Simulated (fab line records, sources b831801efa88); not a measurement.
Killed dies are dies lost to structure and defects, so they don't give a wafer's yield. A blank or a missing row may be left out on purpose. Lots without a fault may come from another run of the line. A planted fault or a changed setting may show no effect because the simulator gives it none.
A struck lot beside a sound one | flow sky130 | 18 steps out of a route of 708
Sound: wafers L913.3, L913.4, L913.6. Struck: wafers L908.2, L908.3, L908.4. The cause comes at the end.
At each step with rows: each side's tool, then ch and its chambers, then its first start. Under that, the readings that differ: sound wafers | struck wafers | difference of the means | sigmas: that difference in standard deviations of wafers without a fault.
alike: readings whose means differ by less than 2 such deviations, and words and numbers that are the same on both sides. not compared: withheld readings, readings that some wafer has no value for, bounds like >300 that may hide the same value, and numbers for which the record gives no deviation and whose values overlap.
The two part at a step that has a row with sigmas, a row that says differs or no value, or rows on one side only. Numbers that don't overlap but have no deviation are shown without sigmas and don't part them. A reading that every wafer of one side lacks parts them only if that side has two wafers or more.

first, 4 steps without rows for these wafers: SKY_PWDE_SOFTBAKE_03; SKY_PWDE_EXPOSE_04 (exposes mask PWDEM, target cd 840 nm); SKY_PWDE_PEB_05; SKY_PWDE_DEVELOP_06 (develop time 60 s).
SKY_PWDE_OVL_MEAS_07:
  sound on overlay-01, day 7 08:38; struck on overlay-02, day 6 08:15
  alike: PWDE_OVL
then, 1 step without rows for these wafers: SKY_PWDE_IMPLANT_08.
SKY_PWDE_STRIP_09: strips in O2/N2.
  sound on plasma_asher-02 ch 0,1, day 7 08:51; struck on plasma_asher-03 ch 0,1, day 6 08:26
  alike: drypump_motor_current_A, oes_product_au, strip_time_to_endpoint_s
  not compared: rf_hours_counter_h
SKY_PWDE_TW_MEAS_10:
  sound on film_metro-03, day 7 08:56; struck on film_metro-04, day 6 08:32
  alike: PWDE_TW
then, 4 steps without rows for these wafers: SKY_NWELL_DEHYDRATE_03 (time 60 s); SKY_NWELL_HMDS_04 (prime time 60 s); SKY_NWELL_COAT_05 (resist thk 3000 nm); SKY_NWELL_SOFTBAKE_06.
SKY_NWELL_EXPOSE_07: exposes mask NWM, target cd 840 nm.
  sound on iline_stepper-02 ch 0, day 7 19:28; struck on iline_stepper-01 ch 0, day 6 16:46
  reading                       | sound             | struck            | difference | sigmas
  model.NWELL.overlay_x_nm (nm) | 0.199 0.199 0.199 | 141.5 141.5 141.5 | +141.3     |
  alike: mask
then, 2 steps without rows for these wafers: SKY_NWELL_PEB_08; SKY_NWELL_DEVELOP_09 (develop time 60 s).
SKY_NWELL_OVL_MEAS_10:
  sound on overlay-01, day 8 04:28; struck on overlay-01, day 7 02:17
  reading           | sound        | struck            | difference | sigmas
  NWELL_00_OVL (nm) | 2.5 -1.1 3.6 | 142.1 141.4 142.9 | +140.5     | +99 or more
then, 1 step without rows for these wafers: SKY_NWELL_IMPLANT_11.
-- the record jumps here: 41 days lie between the struck wafers' starts before and after (it left off in module NWELL and takes up again in module PAD_OPEN, whose first step shown is number 708 of the route) --
SKY_PAD_OPEN_PROBE_99:
  sound on prober-02, day 49 12:11; struck on prober-02, day 48 11:28
  reading                          | sound                         | struck                        | difference | sigmas
  model.etest.pfet_16v.r_on_ohm_um | 1.476e+04 1.464e+04 1.486e+04 | 2.023e+04 2.03e+04 2.037e+04  | +5.547e+03 |
  model.etest.nfet_16v.r_on_ohm_um | 1.401e+04 1.398e+04 1.403e+04 | 1.614e+04 1.593e+04 1.614e+04 | +2.063e+03 |
  model.etest.pfet_16v.drive_ua_um | 254.2 254.4 250.4             | 174.9 174.1 171.5             | -79.5      |
  model.etest.nfet_16v.drive_ua_um | 226.4 226.8 224.3             | 202.9 205.3 202.1             | -22.4      |
  alike: killed_at_M0_to_M3, killed_at_M4_up, killed_at_contacts, killed_at_front_end, killed_at_other, killed_dies, killed_open, killed_short

WHERE THEY PART
Only at SKY_NWELL_OVL_MEAS_10, within this record. Later steps at which nothing parts them and some readings are alike: SKY_PAD_OPEN_PROBE_99.

WHY: what the simulator had put in
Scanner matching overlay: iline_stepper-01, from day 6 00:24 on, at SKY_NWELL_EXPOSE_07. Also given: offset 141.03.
